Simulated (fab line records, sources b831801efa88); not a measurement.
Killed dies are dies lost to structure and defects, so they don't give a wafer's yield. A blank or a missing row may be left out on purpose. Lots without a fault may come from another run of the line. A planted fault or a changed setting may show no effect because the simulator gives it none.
Which tool did it? | flow gf180mcu | 12 lots, 36 wafers sampled, at 6 steps of a route of 602

WHAT THE GAUGES READ, wafer by wafer
GF_STI_THK_MEAS_04.
lot  | measured    | on            | STI_CVD_03_THK (nm)
L928 | day 1 13:34 | film_metro-03 | 206.5 206.7 206.9
L929 | day 1 18:58 | film_metro-03 | 205.1 204.5 204.2
L930 | day 2 00:14 | film_metro-04 | 208.6 208.1 208.8
L931 | day 2 04:35 | film_metro-03 | 212.7 213.6 212.2
L934 | day 2 20:51 | film_metro-02 | 193.4 192.2 192.6 193.5 192.1 192.4
L939 | day 3 21:50 | film_metro-03 | 209.5 208.7 207.1
L944 | day 4 22:33 | film_metro-04 | 209.9 210.5 210.1
L946 | day 5 08:35 | film_metro-02 | 205.3 205.0 206.4
L948 | day 5 17:34 | film_metro-02 | 211.8 211.1 211.4
L949 | day 5 23:05 | film_metro-03 | 210.8 211.4 208.3
L950 | day 6 03:34 | film_metro-02 | 212.8 211.0 211.8
L951 | day 6 08:54 | film_metro-02 | 207.4 207.8 207.0

GF_SAB_CD_MEAS_09: target cd 420 nm.
lot  | measured     | on        | cd_nm (nm)
L928 | day 15 05:49 | cd_sem-02 | 423.3 423.8 422.4
L929 | day 15 17:58 | cd_sem-01 | 419.0 419.3 421.0
L930 | day 16 03:43 | cd_sem-01 | 421.0 422.5 422.0
L931 | day 16 16:37 | cd_sem-01 | 419.3 420.0 421.2
L934 | day 17 23:43 | cd_sem-02 | 421.3 420.6 421.8
L939 | day 19 11:19 | cd_sem-01 | 421.7 420.3 420.3
L944 | day 21 07:55 | cd_sem-02 | 420.0 418.9 421.5
L946 | day 21 20:25 | cd_sem-02 | 422.4 421.5 420.3
L948 | day 22 09:36 | cd_sem-02 | 422.3 422.0 423.0
L949 | day 22 17:22 | cd_sem-01 | 419.1 420.1 417.0
L950 | day 23 07:28 | cd_sem-01 | 419.7 418.5 419.0
L951 | day 23 14:08 | cd_sem-02 | 417.2 417.6 416.1

GF_CONTACT_OVL_MEAS_15.
lot  | measured     | on         | CONTACT_OVL (nm)
L928 | day 16 05:17 | overlay-01 | -1 0 3
L929 | day 16 18:50 | overlay-01 | -11 -6 -5
L930 | day 17 03:50 | overlay-02 | 4 -5 -2
L931 | day 17 17:27 | overlay-01 | 4 -2 -2
L934 | day 19 02:05 | overlay-01 | -2 1 2
L939 | day 20 13:24 | overlay-02 | -4 -4 -8
L944 | day 22 08:53 | overlay-01 | 5 4 2
L946 | day 22 21:02 | overlay-02 | -5 -13 -10
L948 | day 23 10:47 | overlay-01 | 0 -3 -2
L949 | day 23 17:35 | overlay-02 | 0 -1 -2
L950 | day 24 08:17 | overlay-01 | -4 1 1
L951 | day 24 14:38 | overlay-02 | 4 7 7

WHICH TOOL RAN EACH LOT (tool, then ch and the chambers of the sampled wafers, then the start)
lot  | GF_STI_CVD_03              | GF_STI_ETCH_13                    | GF_SAB_ETCH_11
L928 | lpcvd-02 ch 0, day 1 11:34 | rie_diel-02 ch 0,1, day 2 01:50   | rie_diel-01 ch 1,2,3, day 15 05:58
L929 | lpcvd-02 ch 1, day 1 16:59 | rie_diel-04 ch 0,3, day 2 07:44   | rie_diel-02 ch 0,3, day 15 18:08
L930 | lpcvd-02 ch 1, day 1 22:14 | rie_diel-01 ch 0,2, day 2 12:11   | rie_diel-03 ch 1,2, day 16 03:52
L931 | lpcvd-01 ch 0, day 2 02:34 | rie_diel-02 ch 0,1,3, day 2 17:08 | rie_diel-03 ch 2,3, day 16 16:43
L934 | lpcvd-02 ch 0, day 2 18:52 | rie_diel-01 ch 1,3, day 3 09:41   | rie_diel-03 ch 0,1, day 17 23:52
L939 | lpcvd-01 ch 0, day 3 19:50 | rie_diel-02 ch 0,3, day 4 11:23   | rie_diel-03 ch 2,3, day 19 11:25
L944 | lpcvd-01 ch 0, day 4 19:34 | rie_diel-02 ch 0,1,3, day 5 13:08 | rie_diel-01 ch 0,1,3, day 21 08:04
L946 | lpcvd-01 ch 0, day 5 06:35 | rie_diel-04 ch 1,3, day 5 23:44   | rie_diel-02 ch 1,2,3, day 21 20:34
L948 | lpcvd-01 ch 1, day 5 15:34 | rie_diel-01 ch 0,1,3, day 6 08:32 | rie_diel-03 ch 1,2,3, day 22 09:46
L949 | lpcvd-01 ch 1, day 5 21:05 | rie_diel-01 ch 0,1,2, day 6 14:41 | rie_diel-02 ch 0,2,3, day 22 17:31
L950 | lpcvd-02 ch 0, day 6 01:34 | rie_diel-04 ch 0,1,3, day 6 18:41 | rie_diel-02 ch 0,2,3, day 23 07:37
L951 | lpcvd-02 ch 1, day 6 06:54 | rie_diel-02 ch 0,2, day 7 00:50   | rie_diel-02 ch 1,2,3, day 23 14:16
- GF_STI_CVD_03: deposits Si3N4 from DCS/NH3, target thk 207.16 nm, time 3551 s.
- GF_STI_ETCH_13: etches the open film in CHF3/O2, stops on Si, target depth 282.31 nm, time 112.9 s.
- GF_SAB_ETCH_11: etches SiO2 in C4F8/O2/Ar, target depth 55 nm, time 8.5 s.

WHAT THE TOOLS THEMSELVES READ (means of the sampled wafers that have a number; where no wafer has one, the mark that the record gives instead)
GF_STI_CVD_03.
lot  | tool     | zone_power_upper_pct (%)
L928 | lpcvd-02 | 13.5
L929 | lpcvd-02 | 12.3
L930 | lpcvd-02 | 12.4
L931 | lpcvd-01 | 12.9
L934 | lpcvd-02 | 13.4
L939 | lpcvd-01 | 13.0
L944 | lpcvd-01 | 13.0
L946 | lpcvd-01 | 13.0
L948 | lpcvd-01 | 15.1
L949 | lpcvd-01 | 15.0
L950 | lpcvd-02 | 13.3
L951 | lpcvd-02 | 12.3

GF_STI_ETCH_13.
lot  | tool        | chf3_flow_sccm (sccm) | drypump_motor_current_A (A) | oes_product_au (a.u.) | throttle_valve_pct (%)
L928 | rie_diel-02 | 50.01                 | 5.2                         | 0.827                 | 8.805
L929 | rie_diel-04 | 49.97                 | 5.9                         | 0.825                 | 8.809
L930 | rie_diel-01 | 50.07                 | 5.6                         | 0.841                 | 8.801
L931 | rie_diel-02 | 50.08                 | 5.2                         | 0.848                 | 8.815
L934 | rie_diel-01 | 50.01                 | 5.9                         | 0.798                 | 8.804
L939 | rie_diel-02 | 49.95                 | 4.9                         | 0.835                 | 8.814
L944 | rie_diel-02 | 50.12                 | 5.2                         | 0.839                 | 8.801
L946 | rie_diel-04 | 49.78                 | 5.3                         | 0.831                 | 8.807
L948 | rie_diel-01 | 49.92                 | 5.7                         | 0.844                 | 8.817
L949 | rie_diel-01 | 50.04                 | 5.4                         | 0.839                 | 8.803
L950 | rie_diel-04 | 49.92                 | 5.7                         | 0.842                 | 8.810
L951 | rie_diel-02 | 50.01                 | 5.1                         | 0.829                 | 8.806

GF_SAB_ETCH_11.
lot  | tool        | oes_product_au (a.u.)
L928 | rie_diel-01 | 1.002
L929 | rie_diel-02 | 0.988
L930 | rie_diel-03 | 1.006
L931 | rie_diel-03 | 1.016
L934 | rie_diel-03 | 1.005
L939 | rie_diel-03 | 1.012
L944 | rie_diel-01 | 1.007
L946 | rie_diel-02 | 0.986
L948 | rie_diel-03 | 1.004
L949 | rie_diel-02 | 0.994
L950 | rie_diel-02 | 0.996
L951 | rie_diel-02 | 0.996

THE ANSWER, worked out from the rows above alone
Rule: what is usual is taken from the lots themselves. Put in order of their means at a reading, lots are off if they are a third of the lots or fewer, leave a main group of 4 or more, and stand apart from it by a gap of 3 or more times the standard deviation of the main group's means; of several such gaps the widest counts. A main group whose means are all the same, to the digits that the tables above print for the reading, isn't used. A lot without any number at a reading at which 4 lots or more have one is off too. The other lots that the step has rows for count as sound. The gauges are gone through in route order, then the tools' own readings, and for those a lot's mean is taken as printed above. The first step at which some lot is off is used, and at that step the reading that is off furthest; a lot without a number counts as furthest.
Off: L934, at GF_STI_THK_MEAS_04 (STI_CVD_03_THK). The main group: mean 208.9 nm, standard deviation 2.5.
A tool fits if, at a process step before that reading, it ran every lot that is off, and no sound lot after the first of them. The gauges at GF_STI_THK_MEAS_04 aren't tried: what is off there is off at GF_STI_ETCH_13 too, on other tools, and a gauge's error can't cause that. None of those tried fits.

WHAT THE SIMULATOR HAD PUT IN
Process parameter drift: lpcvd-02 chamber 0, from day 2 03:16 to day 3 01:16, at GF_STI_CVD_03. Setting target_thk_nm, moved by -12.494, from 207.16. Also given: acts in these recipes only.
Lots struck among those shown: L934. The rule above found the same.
